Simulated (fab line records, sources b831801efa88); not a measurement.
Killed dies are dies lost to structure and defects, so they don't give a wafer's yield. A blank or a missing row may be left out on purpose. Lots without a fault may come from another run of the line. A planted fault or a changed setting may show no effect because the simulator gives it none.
Which tool did it? | flow sky130 | 11 lots, 33 wafers sampled, at 7 steps of a route of 708

WHAT THE GAUGES READ, wafer by wafer
SKY_SD_N_CD_MEAS_07: target cd 380 nm. Usual: cd_nm 380 nm, standard deviation 3.4.
lot  | measured     | on        | cd_nm (nm)  | flag
L760 | day 27 18:20 | cd_sem-02 | 381 381 380 |
L762 | day 28 13:46 | cd_sem-01 | 376 376 376 |
L764 | day 29 22:07 | cd_sem-02 | 384 385 383 |
L766 | day 30 16:23 | cd_sem-02 | 380 378 378 |
L769 | day 31 01:23 | cd_sem-01 | 376 377 374 |
L770 | day 31 12:31 | cd_sem-02 | 378 377 378 |
L771 | day 32 01:44 | cd_sem-02 | 378 381 381 |
L772 | day 32 05:58 | cd_sem-01 | 381 382 384 |
L773 | day 32 16:16 | cd_sem-01 | 380 380 380 |
L778 | day 33 22:40 | cd_sem-02 | 373 374 378 |
L780 | day 34 11:00 | cd_sem-02 | 385 387 385 |

SKY_SD_N_OVL_MEAS_08. Usual: SD_N_OVL -0.9 nm, standard deviation 1.4.
lot  | measured     | on         | SD_N_OVL (nm)  | flag
L760 | day 27 18:26 | overlay-02 | -2.4 -3.2 -3.0 |
L762 | day 28 13:51 | overlay-02 | -2.6 -3.4 -3.8 |
L764 | day 29 22:12 | overlay-02 | -0.8 -2.3 -3.1 |
L766 | day 30 16:29 | overlay-01 | 0.4 -1.3 2.0   |
L769 | day 31 01:29 | overlay-01 | 0.2 0.8 -0.6   |
L770 | day 31 12:38 | overlay-02 | -0.4 1.3 1.1   |
L771 | day 32 01:50 | overlay-02 | -0.3 -0.4 -1.1 |
L772 | day 32 06:05 | overlay-01 | -0.7 -1.6 -0.2 |
L773 | day 32 16:23 | overlay-02 | -0.8 -1.1 -0.9 |
L778 | day 33 22:47 | overlay-01 | -3.2 -2.7 -1.9 |
L780 | day 34 11:05 | overlay-02 | -2.0 -2.6 -0.4 |

SKY_SD_N_RS_MEAS_16: measures by four-point-probe. Usual: SD_N_RS 68.64 ohm/sq, standard deviation 0.11.
lot  | measured     | on            | SD_N_RS (ohm/sq)  | flag
L760 | day 27 19:11 | film_metro-01 | 68.84 68.65 68.72 |
L762 | day 28 14:37 | film_metro-02 | 68.58 68.48 68.82 |
L764 | day 29 22:58 | film_metro-01 | 68.66 68.79 68.62 |
L766 | day 30 17:18 | film_metro-02 | 68.72 68.68 68.60 |
L769 | day 31 02:14 | film_metro-01 | 68.70 68.70 68.52 |
L770 | day 31 13:26 | film_metro-01 | 68.66 68.76 68.67 |
L771 | day 32 02:34 | film_metro-02 | 60.57 60.68 60.46 | OFF
L772 | day 32 06:48 | film_metro-02 | 68.71 68.68 68.68 |
L773 | day 32 17:06 | film_metro-01 | 60.36 60.33 60.46 | OFF
L778 | day 33 23:41 | film_metro-02 | 68.52 68.64 68.59 |
L780 | day 34 11:50 | film_metro-01 | 68.74 68.80 68.71 |

SKY_SD_N_RS_MEAS_17: measures by four-point-probe. Usual: SD_P_RS 147.3 ohm/sq, standard deviation 0.34.
lot  | measured     | on            | SD_P_RS (ohm/sq)  | flag
L760 | day 27 19:18 | film_metro-01 | 147.3 147.5 147.5 |
L762 | day 28 14:44 | film_metro-02 | 147.0 147.3 146.9 |
L764 | day 29 23:05 | film_metro-01 | 147.5 147.5 147.3 |
L766 | day 30 17:25 | film_metro-02 | 147.9 147.3 147.1 |
L769 | day 31 02:21 | film_metro-01 | 147.6 147.6 146.9 |
L770 | day 31 13:33 | film_metro-01 | 147.3 147.6 147.4 |
L771 | day 32 02:41 | film_metro-02 | 107.8 108.2 108.1 | OFF
L772 | day 32 06:55 | film_metro-02 | 148.0 147.6 147.7 |
L773 | day 32 17:13 | film_metro-01 | 107.7 107.5 107.7 | OFF
L778 | day 33 23:48 | film_metro-02 | 147.0 147.5 147.3 |
L780 | day 34 11:58 | film_metro-01 | 147.6 147.1 146.9 |

SKY_SD_N_RS_MEAS_18: measures by four-point-probe. Usual: RES_XHIGH_RS 333.9 ohm/sq, standard deviation 1.3.
lot  | measured     | on            | RES_XHIGH_RS (ohm/sq) | flag
L760 | day 27 19:25 | film_metro-01 | 333.1 333.9 333.5     |
L762 | day 28 14:51 | film_metro-02 | 333.8 333.5 333.2     |
L764 | day 29 23:12 | film_metro-01 | 333.4 333.2 334.1     |
L766 | day 30 17:32 | film_metro-02 | 333.8 334.3 335.0     |
L769 | day 31 02:28 | film_metro-01 | 334.7 333.6 333.0     |
L770 | day 31 13:40 | film_metro-01 | 335.4 333.7 334.2     |
L771 | day 32 02:49 | film_metro-02 | 329.1 329.1 329.4     | OFF
L772 | day 32 07:02 | film_metro-02 | 334.5 334.7 335.7     |
L773 | day 32 17:20 | film_metro-01 | 328.5 327.9 328.5     | OFF
L778 | day 33 23:55 | film_metro-02 | 333.3 332.2 332.6     |
L780 | day 34 12:05 | film_metro-01 | 331.3 331.4 331.9     |

WHICH TOOL RAN EACH LOT (tool, then ch and the chambers of the sampled wafers, then the start)
lot  | SKY_POLY_CUT_ETCH_10               | SKY_SD_N_RTA_14
L760 | rie_diel-04 ch 1,2,3, day 24 02:05 | rtp_anneal-02 ch 0, day 27 18:59
L762 | rie_diel-02 ch 0,1,3, day 24 22:59 | rtp_anneal-02 ch 0, day 28 14:25
L764 | rie_diel-02 ch 1,2, day 26 08:28   | rtp_anneal-02 ch 0, day 29 22:45
L766 | rie_diel-04 ch 0,1,2, day 27 05:41 | rtp_anneal-01 ch 0, day 30 17:07
L769 | rie_diel-01 ch 1,2,3, day 27 13:37 | rtp_anneal-01 ch 0, day 31 02:02
L770 | rie_diel-01 ch 0,1, day 27 23:56   | rtp_anneal-02 ch 0, day 31 13:12
L771 | rie_diel-04 ch 0,1,2, day 28 15:02 | rtp_anneal-01 ch 0, day 32 02:23
L772 | rie_diel-04 ch 0,2,3, day 28 18:08 | rtp_anneal-02 ch 0, day 32 06:37
L773 | rie_diel-01 ch 0,1,2, day 29 04:52 | rtp_anneal-01 ch 0, day 32 16:55
L778 | rie_diel-01 ch 0,3, day 30 12:19   | rtp_anneal-02 ch 0, day 33 23:24
L780 | rie_diel-04 ch 1,2,3, day 31 03:07 | rtp_anneal-02 ch 0, day 34 11:39
- SKY_POLY_CUT_ETCH_10: etches BARC in N2/H2, stops on SiO2, time 45.9 s, target depth 60 nm.
- SKY_SD_N_RTA_14: time 2 s.

WHAT THE TOOLS THEMSELVES READ (means of the sampled wafers that have a number; where no wafer has one, the mark that the record gives instead)
SKY_POLY_CUT_ETCH_10. Usual: drypump_motor_current_A 5.6 A, standard deviation 0.43; oes_product_au 0.854 a.u., standard deviation 0.0047; throttle_valve_pct 13.225 %, standard deviation 0.0087.
lot  | tool        | drypump_motor_current_A (A) | oes_product_au (a.u.) | throttle_valve_pct (%) | flag
L760 | rie_diel-04 | 5.2                         | 0.855                 | 13.228                 |
L762 | rie_diel-02 | 5.5                         | 0.857                 | 13.222                 |
L764 | rie_diel-02 | 5.6                         | 0.853                 | 13.227                 |
L766 | rie_diel-04 | 5.5                         | 0.854                 | 13.221                 |
L769 | rie_diel-01 | 6.0                         | 0.855                 | 13.222                 |
L770 | rie_diel-01 | 5.4                         | 0.854                 | 13.233                 |
L771 | rie_diel-04 | 5.5                         | 0.859                 | 13.224                 |
L772 | rie_diel-04 | 5.7                         | 0.854                 | 13.220                 |
L773 | rie_diel-01 | 5.7                         | 0.854                 | 13.224                 |
L778 | rie_diel-01 | 5.7                         | 0.847                 | 13.231                 |
L780 | rie_diel-04 | 5.2                         | 0.858                 | 13.216                 |

SKY_SD_N_RTA_14. Usual: lamp_power_pct 15.74 %, standard deviation 0.053; wafer_temp_C_max 1078.1, standard deviation 1.4.
lot  | tool          | lamp_power_pct (%) | wafer_temp_C_max | flag
L760 | rtp_anneal-02 | 15.74              | 1078.4           |
L762 | rtp_anneal-02 | 15.74              | 1077.5           |
L764 | rtp_anneal-02 | 15.74              | 1078.8           |
L766 | rtp_anneal-01 | 15.76              | 1077.6           |
L769 | rtp_anneal-01 | 15.70              | 1078.9           |
L770 | rtp_anneal-02 | 15.78              | 1078.8           |
L771 | rtp_anneal-01 | 16.74              | 1123.0           | OFF
L772 | rtp_anneal-02 | 15.77              | 1078.5           |
L773 | rtp_anneal-01 | 16.78              | 1121.7           | OFF
L778 | rtp_anneal-02 | 15.74              | 1077.6           |
L780 | rtp_anneal-02 | 15.72              | 1077.0           |

THE ANSWER, worked out from the rows above alone
Rule: a lot is off if the mean of its wafers that have a number lies more than 3 standard deviations from the usual mean. A lot without any number at a reading at which 4 lots or more have one is off too. The other lots that the step has rows for count as sound. The gauges are gone through in route order, then the tools' own readings, and for those a lot's mean is taken as printed above. The first step at which some lot is off is used, and at that step the reading that is off furthest; a lot without a number counts as furthest.
Off: L771, L773, at SKY_SD_N_RS_MEAS_16 (SD_N_RS).
A tool fits if, at a process step before that reading, it ran every lot that is off, and no sound lot after the first of them. The gauges at SKY_SD_N_RS_MEAS_16 aren't tried: what is off there is off at SKY_SD_N_RTA_14 too, on other tools, and a gauge's error can't cause that. One fits: rtp_anneal-01 at SKY_SD_N_RTA_14. Its last sound lot is L769 (day 31 02:02), its first lot that is off L771 (day 32 02:23): a fault that began between those two fits.
The tool's own readings at SKY_SD_N_RTA_14 bear it out: on the lots that are off they differ by more than 5 times the standard deviation of the sound lots' means. lamp_power_pct reads 16.76 % there against 15.74 % on the sound lots; wafer_temp_C_max reads 1122.3 there against 1078.1 on the sound lots.

WHAT THE SIMULATOR HAD PUT IN
Process parameter drift: rtp_anneal-01, from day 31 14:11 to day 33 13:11, at SKY_SD_N_RTA_14. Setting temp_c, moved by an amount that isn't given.
Lots struck among those shown: L771, L773. The rule above found the same.
